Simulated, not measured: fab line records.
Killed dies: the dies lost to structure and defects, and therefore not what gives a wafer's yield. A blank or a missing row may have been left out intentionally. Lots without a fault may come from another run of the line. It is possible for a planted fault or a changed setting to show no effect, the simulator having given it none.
fab line records	flow sky130
record: lots: 13	wafers: 39	last_day: 50
route steps=708 shown METAL3@535 CAP2M@616 VIA4@639 PAD_OPEN@708
lots that met no fault: taken from a fault-free run of the same line
start_h: start of the lot's first displayed wafer, in hours after the record's first day	wait_h: hours from the lot's prior step to this one	" same as the row above	L1.1+2: one row covering several wafers at once	- no value, or no start was given	* or withheld: withheld	< > ~ a bound
route shown NAME@n: NAME is a module with steps in the file, n the number in the route of the first one	usual: mean/standard deviation taken from wafers without a fault	same: alike in all rows	chamber/n: place in a boat	sites: the reading at each site	_std_site: their standard deviation	_edge_site: inner sites' mean taken away from outer sites' mean	radius_mm: how far each site lies from the wafer's centre	mask NAME#n: copy n	behind: the most recent tool/chamber to have shaped the wafer	hold: why the lot was held/for how many hours/how that ended	device: names the non-switching transistor (n, p or np)	end of line: the tests these same wafers got at the end of their route	for a step that has no rows: nothing shown but its recipe	killed: not the wafer's yield, but the dies lost to structure and defects at the first sort	map: shows each die of a wafer: x if killed, . if not, _ if none is there
set.NAME: the setting the step ran with; set.NAME@STEP: the setting that earlier step ran with	model.NAME: the simulator's own value behind a step, which no gauge read
one table for each step of the route and one row for each wafer, over a sample of lots
services: the hour from which a tool's chamber was out of use, counted from the record's first day as start_h (under 0 if before that day), plus the number of hours and why
== steps ==
step: SKY_METAL3_SPUTTER_03
recipe: material: Ti	target_thk_nm: 5	power_w: 3000	time_s: 3.3	chamber_pressure_pa: 0.4
usual: throttle_valve_pct: 29.7/1.1
lot.wafer	tool	chamber	start_h	wait_h	throttle_valve_pct
L393.3	pvd_sputter-04	-	852.58	0.0	28.7
L393.4	"	-	"	"	30.3
L393.5	"	-	"	"	30.2
L394.2	pvd_sputter-02	-	879.40	0.0	27.2
L394.3	"	-	"	"	29.2
L394.5	"	-	"	"	29.3
L396.2	pvd_sputter-02	-	885.35	0.0	30.1
L396.5	"	-	"	"	29.9
L396.6	"	-	"	"	29.2
L398.1	pvd_sputter-04	-	891.88	0.0	30.2
L398.2	"	-	"	"	29.6
L398.4	"	-	"	"	29.8
L400.3	pvd_sputter-02	-	908.66	0.0	29.2
L400.5	"	-	"	"	29.1
L400.6	"	-	"	"	29.8
L401.4	pvd_sputter-04	-	922.02	0.0	29.0
L401.5	"	-	"	"	30.5
L401.6	"	-	"	"	30.1
L404.2	pvd_sputter-02	-	944.41	0.0	30.0
L404.3	"	-	"	"	29.5
L404.5	"	-	"	"	27.1
L405.1	pvd_sputter-02	-	947.07	0.0	29.5
L405.2	"	-	"	"	29.8
L405.5	"	-	"	"	27.3
L408.1	pvd_sputter-01	-	973.04	0.0	29.8
L408.2	"	-	"	"	30.4
L408.3	"	-	"	"	30.0
L409.3	pvd_sputter-04	-	975.20	0.0	29.9
L409.4	"	-	"	"	29.6
L409.6	"	-	"	"	30.2
L410.3	pvd_sputter-01	-	976.11	0.0	32.0
L410.4	"	-	"	"	29.8
L410.5	"	-	"	"	30.0
L411.2	pvd_sputter-01	-	986.12	0.0	32.2
L411.4	"	-	"	"	30.3
L411.6	"	-	"	"	31.9
L413.3	pvd_sputter-01	-	994.44	0.0	29.9
L413.4	"	-	"	"	31.9
L413.5	"	-	"	"	29.7
step: SKY_METAL3_OVL_MEAS_14
usual: METAL3_OVL: -1/5.2
lot.wafer	tool	chamber	start_h	wait_h	METAL3_OVL[nm]
L393.3	overlay-02	-	904.52	0.1	-4
L393.4	"	-	"	"	-6
L393.5	"	-	"	"	1
L394.2	overlay-02	-	932.06	0.1	-2
L394.3	"	-	"	"	-2
L394.5	"	-	"	"	6
L396.2	overlay-02	-	936.66	0.1	9
L396.5	"	-	"	"	9
L396.6	"	-	"	"	3
L398.1	overlay-01	-	943.36	0.1	2
L398.2	"	-	"	"	5
L398.4	"	-	"	"	3
L400.3	overlay-02	-	958.92	0.1	-9
L400.5	"	-	"	"	-5
L400.6	"	-	"	"	-6
L401.4	overlay-02	-	971.92	0.1	2
L401.5	"	-	"	"	0
L401.6	"	-	"	"	9
L404.2	overlay-01	-	992.92	0.1	4
L404.3	"	-	"	"	6
L404.5	"	-	"	"	5
L405.1	overlay-02	-	995.46	0.1	-1
L405.2	"	-	"	"	2
L405.5	"	-	"	"	-4
L408.1	overlay-01	-	1020.51	0.1	-2
L408.2	"	-	"	"	2
L408.3	"	-	"	"	-4
L409.3	overlay-01	-	1022.62	0.1	1
L409.4	"	-	"	"	-2
L409.6	"	-	"	"	-5
L410.3	overlay-02	-	1023.32	0.1	-6
L410.4	"	-	"	"	6
L410.5	"	-	"	"	7
L411.2	overlay-02	-	1032.51	0.1	-6
L411.4	"	-	"	"	-4
L411.6	"	-	"	"	4
L413.3	overlay-01	-	1042.02	0.1	-10
L413.4	"	-	"	"	-11
L413.5	"	-	"	"	-7
step: SKY_CAP2M_METAL_ETCH_13
recipe: target_depth_nm: 220	stop_on: SiO2	chemistry: Cl2/BCl3	target: TiN	pressure_mtorr: 10	icp_w: 900	bias_w: 48.5	Cl2_flow_sccm: 60	bcl3_flow_sccm: 30	time_s: 62.9
usual: drypump_motor_current_A: 5.83/0.28	oes_product_au: 0.945/0.0071	throttle_valve_pct: 21.898/0.0099
lot.wafer	tool	chamber	start_h	wait_h	drypump_motor_current_A	oes_product_au	rf_hours_counter_h	throttle_valve_pct
L393.3	rie_metal-03	0	956.85	0.0	5.48	0.952	-	21.910
L393.4	"	1	"	"	5.85	0.943	-	21.920
L393.5	"	0	"	"	5.48	0.959	-	21.913
L394.2	rie_metal-01	0	982.92	0.0	6.07	0.954	8	21.907
L394.3	"	0	"	"	6.07	0.943	-	21.902
L394.5	"	0	"	"	6.08	0.950	-	21.897
L396.2	rie_metal-03	0	988.18	0.0	5.47	0.947	0	21.892
L396.5	"	1	"	"	5.88	0.946	-	21.897
L396.6	"	0	"	"	5.46	0.938	-	21.914
L398.1	rie_metal-01	1	993.73	0.0	5.79	0.945	17	21.898
L398.2	"	0	"	"	6.09	0.944	8	21.896
L398.4	"	0	"	"	6.09	0.949	-	21.901
L400.3	rie_metal-03	0	1006.60	0.0	5.47	0.932	-	21.895
L400.5	"	0	"	"	5.50	0.933	-	21.908
L400.6	"	1	"	"	5.91	0.939	-	21.894
L401.4	rie_metal-01	0	1021.53	0.0	6.08	0.943	-	21.890
L401.5	"	1	"	"	5.73	0.949	-	21.892
L401.6	"	0	"	"	6.06	0.954	-	21.922
L404.2	rie_metal-03	0	1042.22	0.0	5.46	0.937	3	21.913
L404.3	"	1	"	"	5.85	0.947	-	21.897
L404.5	"	1	"	"	5.86	0.944	-	21.889
L405.1	rie_metal-02	0	1046.00	0.0	6.21	0.943	12	21.904
L405.2	"	1	"	"	5.36	0.942	16	21.879
L405.5	"	1	"	"	5.35	0.951	-	21.903
L408.1	rie_metal-01	0	1068.20	0.0	6.08	0.945	13	21.883
L408.2	"	1	"	"	5.77	0.942	22	21.914
L408.3	"	1	"	"	5.78	0.941	-	21.876
L409.3	rie_metal-01	1	1069.98	0.0	5.76	0.944	-	21.910
L409.4	"	0	"	"	6.07	0.949	-	21.902
L409.6	"	1	"	"	5.76	0.942	-	21.914
L410.3	rie_metal-01	0	1070.80	0.0	6.06	0.956	-	21.894
L410.4	"	1	"	"	5.77	0.947	-	21.876
L410.5	"	1	"	"	5.78	0.956	-	21.898
L411.2	rie_metal-02	1	1079.87	0.0	5.35	0.938	17	21.907
L411.4	"	1	"	"	5.36	0.928	-	21.893
L411.6	"	0	"	"	6.19	0.921	-	21.907
L413.3	rie_metal-02	1	1087.88	0.0	5.35	0.936	-	21.894
L413.4	"	0	"	"	6.16	0.946	-	21.901
L413.5	"	0	"	"	6.17	0.944	-	21.893
step: SKY_VIA4_HDPCVD_00
recipe: material: SiO2	target_thk_nm: 1750	sigma_open_frac: 0.3	time_s: 300.4	temp_c: 400	sih4_flow_sccm: 60	pressure_mtorr: 6
lot.wafer	tool	chamber	start_h	wait_h
L393.3+4+5	hdpcvd-02	0,2,0	982.58	0.0
L394.2+3+5	hdpcvd-01	1,2,1	1008.17	0.0
L396.2+5+6	hdpcvd-01	1,1,0	1012.74	0.0
L398.1+2+4	hdpcvd-02	2,1,2	1018.82	0.0
L400.3+5+6	hdpcvd-02	2,0,2	1031.30	0.0
L401.4+5+6	hdpcvd-02	2,0,1	1046.00	0.1
L404.2+3+5	hdpcvd-02	2,0,2	1065.27	0.0
L405.1+2+5	hdpcvd-01	2,1,0	1068.92	0.0
L408.1+2+3	hdpcvd-02	2,0,1	1090.86	0.0
L409.3+4+6	hdpcvd-01	0,2,1	1092.84	0.0
L410.3+4+5	hdpcvd-02	2,0,1	1093.40	0.0
L411.2+4+6	hdpcvd-02	1,1,0	1102.25	0.0
L413.3+4+5	hdpcvd-01	2,2,0	1111.06	0.0
step: SKY_VIA4_THK_MEAS_01
recipe: reads: SiO2_of_VIA4_HDPCVD_00
usual: VIA4_HDPCVD_THK: 1807/17
lot.wafer	tool	chamber	start_h	wait_h	VIA4_HDPCVD_THK[nm]
L393.3	film_metro-03	-	982.78	0.1	1832
L393.4	"	-	"	"	1814
L393.5	"	-	"	"	1832
L394.2	film_metro-04	-	1008.36	0.1	1821
L394.3	"	-	"	"	1814
L394.5	"	-	"	"	1801
L396.2	film_metro-04	-	1012.93	0.1	1806
L396.5	"	-	"	"	1792
L396.6	"	-	"	"	1792
L398.1	film_metro-03	-	1018.99	0.1	1810
L398.2	"	-	"	"	1791
L398.4	"	-	"	"	1828
L400.3	film_metro-04	-	1031.50	0.1	1816
L400.5	"	-	"	"	1816
L400.6	"	-	"	"	1816
L401.4	film_metro-04	-	1046.12	0.0	1810
L401.5	"	-	"	"	1817
L401.6	"	-	"	"	1816
L404.2	film_metro-01	-	1065.46	0.1	1797
L404.3	"	-	"	"	1833
L404.5	"	-	"	"	1788
L405.1	film_metro-03	-	1069.10	0.1	1810
L405.2	"	-	"	"	1816
L405.5	"	-	"	"	1788
L408.1	film_metro-04	-	1091.03	0.1	561
L408.2	"	-	"	"	581
L408.3	"	-	"	"	550
L409.3	film_metro-01	-	1093.03	0.1	1796
L409.4	"	-	"	"	1807
L409.6	"	-	"	"	1832
L410.3	film_metro-01	-	1093.60	0.1	580
L410.4	"	-	"	"	606
L410.5	"	-	"	"	574
L411.2	film_metro-03	-	1102.43	0.1	555
L411.4	"	-	"	"	573
L411.6	"	-	"	"	606
L413.3	film_metro-04	-	1111.26	0.1	1842
L413.4	"	-	"	"	1827
L413.5	"	-	"	"	1834
step: SKY_PAD_OPEN_PROBE_99
usual: defect_limited_yield: 82.4/2	killed_at_M0_to_M3: 43/6.8	killed_at_M4_up: 3.1/1.8	killed_at_contacts: 25/5.8	killed_at_front_end: 15/4.2	killed_at_other: 0.3/0.5	killed_dies: 87/9.7	killed_open: 47/7.3	killed_short: 39/6.6
same: gross_dies: 492	killed_at_back_side: 0
lot.wafer	tool	chamber	start_h	wait_h	defect_limited_yield[%]	killed_at_M0_to_M3	killed_at_M4_up	killed_at_contacts	killed_at_front_end	killed_at_other	killed_dies	killed_open	killed_short
L393.3	prober-02	-	1077.46	0.2	85.6	41	2	18	10	0	71	41	30
L393.4	prober-02	-	1077.51	0.2	82.3	46	6	24	11	0	87	45	42
L393.5	prober-02	-	1077.56	0.2	84.3	34	3	22	18	0	77	37	40
L394.2	prober-02	-	1101.10	0.1	80.1	59	1	23	15	0	98	58	40
L394.3	prober-02	-	1101.15	0.2	82.3	41	2	29	15	0	87	54	33
L394.5	prober-02	-	1101.25	0.2	82.7	31	2	32	20	0	85	51	34
L396.2	prober-02	-	1106.54	0.1	85.2	32	4	23	14	0	73	32	41
L396.5	prober-02	-	1106.69	0.2	81.7	43	7	23	17	0	90	45	45
L396.6	prober-02	-	1106.74	0.2	82.3	45	2	22	18	0	87	36	51
L398.1	prober-01	-	1110.14	0.1	81.1	49	4	21	19	0	93	49	44
L398.2	prober-01	-	1110.19	0.1	83.3	39	0	25	17	1	82	45	37
L398.4	prober-01	-	1110.29	0.2	82.7	45	3	15	22	0	85	50	35
L400.3	prober-01	-	1120.15	0.2	83.1	47	2	18	15	1	83	45	38
L400.5	prober-01	-	1120.25	0.2	82.7	52	1	20	12	0	85	47	38
L400.6	prober-01	-	1120.30	0.2	85.6	34	5	22	9	1	71	43	28
L401.4	prober-01	-	1133.75	0.2	84.6	40	1	17	17	1	76	42	34
L401.5	prober-01	-	1133.80	0.2	81.7	49	3	25	13	0	90	50	40
L401.6	prober-01	-	1133.85	0.2	82.5	43	2	29	12	0	86	54	32
L404.2	prober-01	-	1150.99	0.1	81.5	33	1	25	32	0	91	62	29
L404.3	prober-01	-	1151.04	0.2	78.7	50	5	26	24	0	105	63	42
L404.5	prober-01	-	1151.14	0.2	82.7	36	1	32	16	0	85	49	36
L405.1	prober-02	-	1155.56	0.1	82.5	41	1	28	16	0	86	54	32
L405.2	prober-02	-	1155.61	0.1	83.5	38	2	23	17	1	81	44	37
L405.5	prober-02	-	1155.76	0.2	78.0	46	6	38	18	0	108	68	40
L408.1	prober-01	-	1173.74	0.1	82.1	49	3	22	14	0	88	41	47
L408.2	prober-01	-	1173.79	0.1	80.9	46	4	29	15	0	94	50	44
L408.3	prober-01	-	1173.84	0.2	83.5	42	4	21	14	0	81	37	44
L409.3	prober-02	-	1175.59	0.2	77.8	50	5	32	22	0	109	70	39
L409.4	prober-02	-	1175.64	0.2	79.1	50	5	27	21	0	103	63	40
L409.6	prober-02	-	1175.74	0.2	81.1	37	5	32	19	0	93	57	36
L410.3	prober-01	-	1175.74	0.2	80.5	50	1	33	12	0	96	47	49
L410.4	prober-01	-	1175.79	0.2	82.5	39	6	25	16	0	86	50	36
L410.5	prober-01	-	1175.84	0.2	81.3	47	2	32	10	1	92	49	43
L411.2	prober-02	-	1181.91	0.1	84.1	39	1	25	12	1	78	49	29
L411.4	prober-02	-	1182.01	0.2	83.3	40	8	24	10	0	82	56	26
L411.6	prober-02	-	1182.11	0.2	78.0	59	3	28	18	0	108	53	55
L413.3	prober-01	-	1188.14	0.2	81.7	40	2	24	24	0	90	53	37
L413.4	prober-01	-	1188.19	0.2	83.3	47	2	21	12	0	82	43	39
L413.5	prober-01	-	1188.24	0.2	81.7	41	4	23	22	0	90	52	38
killed by level:class
L393.3 VIA1:geometric_particle:open=9 VIA3:geometric_particle:open=9 METAL2:geometric_particle:short=8 CONTACT:geometric_particle:open=8 LOCAL_INTERCONNECT:geometric_particle:short=5 VIA2:geometric_particle:short=4 VIA2:geometric_particle:open=4 POLY_GATE:geometric_particle:short=3
L393.4 METAL1:geometric_particle:short=12 VIA2:geometric_particle:open=8 VIA1:geometric_particle:open=7 LI_CONTACT:geometric_particle:open=6 CONTACT:geometric_particle:short=6 CONTACT:geometric_particle:open=6 VIA1:geometric_particle:short=5 FIELD_ISO:geometric_particle:short=4
L393.5 LI_CONTACT:geometric_particle:open=8 METAL2:geometric_particle:short=8 VIA2:geometric_particle:open=6 LI_CONTACT:geometric_particle:short=6 VIA3:geometric_particle:open=6 FIELD_ISO:geometric_particle:short=5 CONTACT:geometric_particle:open=5 VIA1:geometric_particle:short=5
L394.2 VIA1:geometric_particle:open=17 VIA3:geometric_particle:open=9 METAL2:geometric_particle:short=9 CONTACT:geometric_particle:open=8 LI_CONTACT:geometric_particle:open=7 VIA2:geometric_particle:open=7 SPACER:geometric_particle:short=6 POLY_GATE:geometric_particle:short=4
L394.3 VIA1:geometric_particle:open=12 CONTACT:geometric_particle:open=11 LI_CONTACT:geometric_particle:open=9 METAL1:geometric_particle:short=9 VIA3:geometric_particle:open=8 FIELD_ISO:geometric_particle:open=4 POLY_GATE:geometric_particle:short=4 LOCAL_INTERCONNECT:geometric_particle:short=4
L394.5 CONTACT:geometric_particle:open=14 LI_CONTACT:geometric_particle:open=11 VIA1:geometric_particle:open=7 FIELD_ISO:geometric_particle:short=6 VIA3:geometric_particle:short=6 FIELD_ISO:geometric_particle:open=4 VIA1:geometric_particle:short=4 VIA3:geometric_particle:open=4
L396.2 LI_CONTACT:geometric_particle:open=10 FIELD_ISO:geometric_particle:short=7 METAL2:geometric_particle:short=6 CONTACT:geometric_particle:open=6 VIA1:geometric_particle:short=6 FIELD_ISO:geometric_particle:open=4 VIA3:geometric_particle:open=4 VIA3:geometric_particle:short=4
L396.5 LI_CONTACT:geometric_particle:open=11 VIA1:geometric_particle:open=8 METAL2:geometric_particle:short=7 LI_CONTACT:geometric_particle:short=6 METAL4:geometric_particle:short=6 FIELD_ISO:geometric_particle:open=5 VIA2:geometric_particle:short=5 VIA2:geometric_particle:open=5
L396.6 METAL1:geometric_particle:short=9 CONTACT:geometric_particle:open=7 VIA2:geometric_particle:open=7 VIA1:geometric_particle:short=6 POLY_GATE:geometric_particle:short=5 LI_CONTACT:geometric_particle:short=5 LOCAL_INTERCONNECT:geometric_particle:short=5 VIA1:geometric_particle:open=5
L398.1 CONTACT:geometric_particle:open=9 METAL1:geometric_particle:short=8 VIA1:geometric_particle:open=8 VIA1:geometric_particle:short=7 VIA2:geometric_particle:open=7 LI_CONTACT:geometric_particle:open=6 VIA3:geometric_particle:open=6 POLY_GATE:geometric_particle:open=5
L398.2 VIA1:geometric_particle:open=12 CONTACT:geometric_particle:open=10 VIA2:geometric_particle:open=9 POLY_GATE:geometric_particle:short=7 VIA1:geometric_particle:short=5 LI_CONTACT:geometric_particle:open=4 LI_CONTACT:geometric_particle:short=4 CONTACT:geometric_particle:short=4
L398.4 VIA1:geometric_particle:open=9 POLY_GATE:geometric_particle:open=7 FIELD_ISO:geometric_particle:open=6 LI_CONTACT:geometric_particle:open=6 VIA2:geometric_particle:short=6 VIA3:geometric_particle:open=6 FIELD_ISO:geometric_particle:short=5 VIA2:geometric_particle:open=5
L400.3 CONTACT:geometric_particle:open=9 VIA2:geometric_particle:open=9 VIA1:geometric_particle:open=8 VIA1:geometric_particle:short=7 VIA3:geometric_particle:open=6 FIELD_ISO:geometric_particle:short=5 FIELD_ISO:geometric_particle:open=5 LOCAL_INTERCONNECT:geometric_particle:short=4
L400.5 CONTACT:geometric_particle:open=11 VIA1:geometric_particle:open=10 METAL2:geometric_particle:short=9 VIA2:geometric_particle:open=8 METAL1:geometric_particle:short=7 VIA3:geometric_particle:open=7 POLY_GATE:geometric_particle:open=4 CONTACT:geometric_particle:short=4
L400.6 CONTACT:geometric_particle:open=14 VIA1:geometric_particle:open=12 METAL2:geometric_particle:short=7 VIA2:geometric_particle:open=4 METAL4:geometric_particle:short=4 POLY_GATE:geometric_particle:open=3 LI_CONTACT:geometric_particle:open=3 LOCAL_INTERCONNECT:geometric_particle:short=3
L401.4 VIA2:geometric_particle:open=9 LI_CONTACT:geometric_particle:open=8 METAL1:geometric_particle:short=8 VIA3:geometric_particle:open=6 FIELD_ISO:geometric_particle:open=5 VIA1:geometric_particle:open=5 CONTACT:geometric_particle:open=5 VIA2:geometric_particle:short=5
L401.5 CONTACT:geometric_particle:open=12 VIA3:geometric_particle:open=8 VIA1:geometric_particle:open=7 LI_CONTACT:geometric_particle:open=6 VIA1:geometric_particle:short=6 METAL1:geometric_particle:short=5 VIA2:geometric_particle:open=5 VIA2:geometric_particle:short=4
L401.6 VIA1:geometric_particle:open=16 LOCAL_INTERCONNECT:geometric_particle:short=8 LI_CONTACT:geometric_particle:open=7 CONTACT:geometric_particle:open=7 VIA2:geometric_particle:open=6 VIA3:geometric_particle:open=5 VIA1:geometric_particle:short=4 FIELD_ISO:geometric_particle:open=3
L404.2 VIA2:geometric_particle:open=10 LI_CONTACT:geometric_particle:open=9 POLY_GATE:geometric_particle:open=8 VIA1:geometric_particle:open=7 CONTACT:geometric_particle:open=7 FIELD_ISO:geometric_particle:short=5 FIELD_ISO:geometric_particle:open=5 POLY_GATE:geometric_particle:short=4
L404.3 VIA1:geometric_particle:open=12 CONTACT:geometric_particle:open=10 METAL1:geometric_particle:short=7 POLY_GATE:geometric_particle:open=6 LI_CONTACT:geometric_particle:open=6 CONTACT:geometric_particle:short=6 VIA2:geometric_particle:open=6 VIA3:geometric_particle:open=6
L404.5 CONTACT:geometric_particle:open=13 LI_CONTACT:geometric_particle:open=10 VIA3:geometric_particle:open=7 FIELD_ISO:geometric_particle:open=5 VIA1:geometric_particle:open=5 LOCAL_INTERCONNECT:geometric_particle:short=5 VIA1:geometric_particle:short=5 METAL1:geometric_particle:short=4
L405.1 CONTACT:geometric_particle:open=12 VIA1:geometric_particle:open=12 VIA3:geometric_particle:open=11 FIELD_ISO:geometric_particle:short=5 LI_CONTACT:geometric_particle:open=5 LOCAL_INTERCONNECT:geometric_particle:short=5 VIA1:geometric_particle:short=5 FIELD_ISO:geometric_particle:open=4
L405.2 VIA1:geometric_particle:open=11 FIELD_ISO:geometric_particle:open=6 LI_CONTACT:geometric_particle:open=5 LOCAL_INTERCONNECT:geometric_particle:short=5 CONTACT:geometric_particle:open=5 METAL2:geometric_particle:short=5 POLY_GATE:geometric_particle:open=4 LI_CONTACT:geometric_particle:short=4
L405.5 CONTACT:geometric_particle:open=16 VIA1:geometric_particle:open=12 VIA3:geometric_particle:open=11 LI_CONTACT:geometric_particle:open=9 LI_CONTACT:geometric_particle:short=6 FIELD_ISO:geometric_particle:short=5 POLY_GATE:geometric_particle:open=5 CONTACT:geometric_particle:short=5
L408.1 VIA1:geometric_particle:short=11 VIA1:geometric_particle:open=11 CONTACT:geometric_particle:open=6 METAL1:geometric_particle:short=5 LI_CONTACT:geometric_particle:open=5 CONTACT:geometric_particle:short=5 VIA2:geometric_particle:open=5 VIA2:geometric_particle:short=4
L408.2 CONTACT:geometric_particle:open=10 VIA3:geometric_particle:open=10 LI_CONTACT:geometric_particle:open=8 VIA2:geometric_particle:open=5 VIA3:geometric_particle:short=5 LI_CONTACT:geometric_particle:short=4 LOCAL_INTERCONNECT:geometric_particle:short=4 VIA1:geometric_particle:open=4
L408.3 CONTACT:geometric_particle:open=8 METAL2:geometric_particle:short=7 VIA1:geometric_particle:short=7 CONTACT:geometric_particle:short=6 VIA2:geometric_particle:open=5 VIA1:geometric_particle:open=5 LI_CONTACT:geometric_particle:open=4 METAL1:geometric_particle:short=4
L409.3 CONTACT:geometric_particle:open=14 LI_CONTACT:geometric_particle:open=13 VIA1:geometric_particle:open=13 FIELD_ISO:geometric_particle:open=9 VIA3:geometric_particle:open=8 POLY_GATE:geometric_particle:short=6 METAL1:geometric_particle:short=5 VIA2:geometric_particle:open=5
L409.4 VIA1:geometric_particle:open=17 LI_CONTACT:geometric_particle:open=10 VIA3:geometric_particle:open=9 CONTACT:geometric_particle:open=7 VIA2:geometric_particle:open=7 POLY_GATE:geometric_particle:open=6 CONTACT:geometric_particle:short=6 METAL2:geometric_particle:short=6
L409.6 VIA1:geometric_particle:open=13 CONTACT:geometric_particle:open=12 FIELD_ISO:geometric_particle:short=6 CONTACT:geometric_particle:short=5 POLY_GATE:geometric_particle:open=4 LI_CONTACT:geometric_particle:open=4 LI_CONTACT:geometric_particle:short=4 LOCAL_INTERCONNECT:geometric_particle:short=4
L410.3 CONTACT:geometric_particle:open=11 VIA1:geometric_particle:open=10 CONTACT:geometric_particle:short=9 METAL2:geometric_particle:short=9 LI_CONTACT:geometric_particle:open=7 METAL1:geometric_particle:short=7 VIA2:geometric_particle:open=6 VIA3:geometric_particle:short=5
L410.4 VIA1:geometric_particle:open=11 METAL2:geometric_particle:short=9 LI_CONTACT:geometric_particle:open=7 CONTACT:geometric_particle:open=7 VIA3:geometric_particle:open=7 FIELD_ISO:geometric_particle:short=5 LOCAL_INTERCONNECT:geometric_particle:short=4 POLY_GATE:geometric_particle:open=4
L410.5 CONTACT:geometric_particle:open=15 VIA1:geometric_particle:open=12 VIA3:geometric_particle:open=9 VIA1:geometric_particle:short=7 CONTACT:geometric_particle:short=6 METAL1:geometric_particle:short=6 FIELD_ISO:geometric_particle:short=5 LI_CONTACT:geometric_particle:open=5
L411.2 VIA1:geometric_particle:open=12 CONTACT:geometric_particle:open=8 VIA3:geometric_particle:open=7 LI_CONTACT:geometric_particle:open=7 VIA2:geometric_particle:open=6 LOCAL_INTERCONNECT:geometric_particle:short=5 METAL2:geometric_particle:short=5 LI_CONTACT:geometric_particle:short=4
L411.4 VIA1:geometric_particle:open=14 VIA2:geometric_particle:open=11 LI_CONTACT:geometric_particle:open=8 CONTACT:geometric_particle:open=8 METAL4:geometric_particle:short=5 POLY_GATE:geometric_particle:open=4 LOCAL_INTERCONNECT:geometric_particle:short=4 FIELD_ISO:geometric_particle:open=3
L411.6 VIA2:geometric_particle:open=12 CONTACT:geometric_particle:open=11 VIA1:geometric_particle:open=9 LOCAL_INTERCONNECT:geometric_particle:short=8 METAL2:geometric_particle:short=7 METAL1:geometric_particle:short=7 VIA2:geometric_particle:short=7 FIELD_ISO:geometric_particle:short=6
L413.3 CONTACT:geometric_particle:open=13 VIA1:geometric_particle:open=9 FIELD_ISO:geometric_particle:short=7 METAL2:geometric_particle:short=7 VIA2:geometric_particle:open=7 FIELD_ISO:geometric_particle:open=6 CONTACT:geometric_particle:short=6 VIA3:geometric_particle:open=6
L413.4 CONTACT:geometric_particle:open=12 VIA3:geometric_particle:open=8 VIA1:geometric_particle:open=7 VIA1:geometric_particle:short=7 VIA2:geometric_particle:open=7 METAL3:geometric_particle:short=6 POLY_GATE:geometric_particle:open=4 METAL1:geometric_particle:short=3
L413.5 VIA1:geometric_particle:open=9 LI_CONTACT:geometric_particle:open=7 CONTACT:geometric_particle:open=7 FIELD_ISO:geometric_particle:open=6 POLY_GATE:geometric_particle:open=6 CONTACT:geometric_particle:short=6 VIA2:geometric_particle:open=6 VIA3:geometric_particle:open=5
== services ==
tool	chamber	start_h	hours	kind
hdpcvd-01	1	846.22	5.1	repair
rie_metal-02	1	849.39	1.5	repair
rie_metal-03	1	866.77	1.2	repair
pvd_sputter-01	-	874.92	3.5	repair
rie_metal-03	1	904.62	6.2	repair
hdpcvd-02	2	915.90	3.3	repair
pvd_sputter-02	-	919.42	3.8	repair
pvd_sputter-04	-	944.69	2.5	repair
hdpcvd-01	-	950.30	15.0	pm
hdpcvd-02	2	953.90	5.2	repair
hdpcvd-02	-	965.30	2.8	pm
hdpcvd-01	1	973.43	3.6	repair
hdpcvd-01	1	982.61	5.1	repair
hdpcvd-01	-	1013.98	1.0	repair
rie_metal-03	-	1018.67	8.5	repair
rie_metal-01	-	1036.48	0.4	repair
pvd_sputter-04	-	1050.04	23.7	repair
hdpcvd-01	-	1050.90	9.6	repair
rie_metal-03	1	1054.32	15.0	repair
pvd_sputter-01	-	1059.79	2.6	repair
rie_metal-03	-	1077.97	2.8	pm
rie_metal-03	1	1082.58	10.0	repair
hdpcvd-01	-	1099.70	0.6	repair
rie_metal-03	0	1107.94	5.5	repair
== key ==
first_sign: step: SKY_VIA4_THK_MEAS_01	reading: VIA4_HDPCVD_THK	direction: down	sigmas: 74	usual: 1807	struck: 576
effect none on later readings
met_at SKY_VIA4_HDPCVD_00
struck_lots L408,L410,L411
not_acting_at SKY_METAL3_SPUTTER_03,SKY_METAL3_OVL_MEAS_14,SKY_CAP2M_METAL_ETCH_13
onset_between 1065.27 1090.86
fault: kind: process_parameter_drift	tool: hdpcvd-02	chamber: -	onset_h: 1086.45	steps: SKY_VIA4_HDPCVD_00	channel: target_thk_nm	offset: -1188.1	shape: step	end_h: 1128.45	acts_in: these_recipes_only	stated: 1750
